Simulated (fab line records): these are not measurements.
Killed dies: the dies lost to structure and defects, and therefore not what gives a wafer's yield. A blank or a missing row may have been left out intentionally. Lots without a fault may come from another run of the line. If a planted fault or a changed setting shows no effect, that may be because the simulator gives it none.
Problem report in the 8D (eight disciplines) form, filled by code -- flow gf180mcu -- the parts of the form that need people (team, actions taken, sign-off) are left out

## 1. THE PROBLEM
Wafers without a fault read 0.723 a.u., standard deviation 0.0046; oes-product-au at GF_MVSD_STRIP_10 reads a mean of 0.665 a.u. on 4 wafers belonging to 2 lots. That puts it -13 standard deviations away from the usual mean.
The step: strips in O2/N2.
The first sign was on wafer L296.1 at day 8 21:29, on plasma-asher-01. The record holds 39 wafers of 13 lots with a number at this step. Rule for "out" (also "out of limits"): further than 4 standard deviations from the usual mean. All remaining wafers that have a number are taken as sound.

## 2. WHAT IT IS; WHAT IT IS NOT
question,is,is not
which readings at this step,oes-product-au,"drypump-motor-current-A, heater-power-w, o2-flow-sccm, platen-temp-c, strip-time-to-endpoint-s"
which lots,"L296, L297","L279, L280, L281, L282, L283, L284, L285, L286, L287, L292, L301"
which wafers of those lots,"L296.1, L296.3, L297.2, L297.4","L296.5, L297.1"
read on which tools,plasma-asher-01,"plasma-asher-03, plasma-asher-04"
when,from day 8 21:29,"up to then (31 sound wafers); but 4 sound wafers of L297, L301 came after"

## 3. WHAT RULES OUT EACH SUSPECT
Counting: a tool at a process step up to the reading stays a suspect if it ran every lot that is out. Sound lots after the first of them don't rule it out here, since some wafers of a struck lot are sound.
- plasma-asher-01 at GF_MVSD_STRIP_10 (strips in O2/N2): kept. Every lot that is out went through it, the first being L296 (day 8 21:29); the last sound lot it ran before that was L287 (day 6 22:56). On those wafers its own readings are out: oes-product-au.
- At GF_MVSD_STRIP_10 on plasma-asher-01, chamber 0 took the sound wafers of the same lots and chamber 1 took the wafers that are out.
The count leaves plasma-asher-01 at GF_MVSD_STRIP_10.

## 4. THE CAUSE (what the simulator had put in)
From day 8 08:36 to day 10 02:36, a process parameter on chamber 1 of plasma-asher-01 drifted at GF_MVSD_STRIP_10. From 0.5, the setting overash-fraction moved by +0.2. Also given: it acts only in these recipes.
This tool alone remained once counting was done.

## 5. THE EFFECT CHAIN, in route order
Each row: a reading where the mean over the struck wafers with a number is more than 3 standard deviations away from the usual. Scope: only readings with a usual standard deviation given in the record; hours: median across lots of the time from each lot's start at the first step in this table that gives one to its start at this step; sigmas: change in usual standard deviations.
hours,step,reading,usual,on struck wafers,change,sigmas
0,GF_MVSD_STRIP_10,oes-product-au,0.723 a.u.,0.665,-0.058,-13
It contains these process steps:
- GF_MVSD_STRIP_10: strips in O2/N2.

## 6. HOW IT WOULD HAVE BEEN CAUGHT EARLIER
The fault began at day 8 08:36; the first out-of-limits reading in this record came at day 8 21:29, 13 hours later.
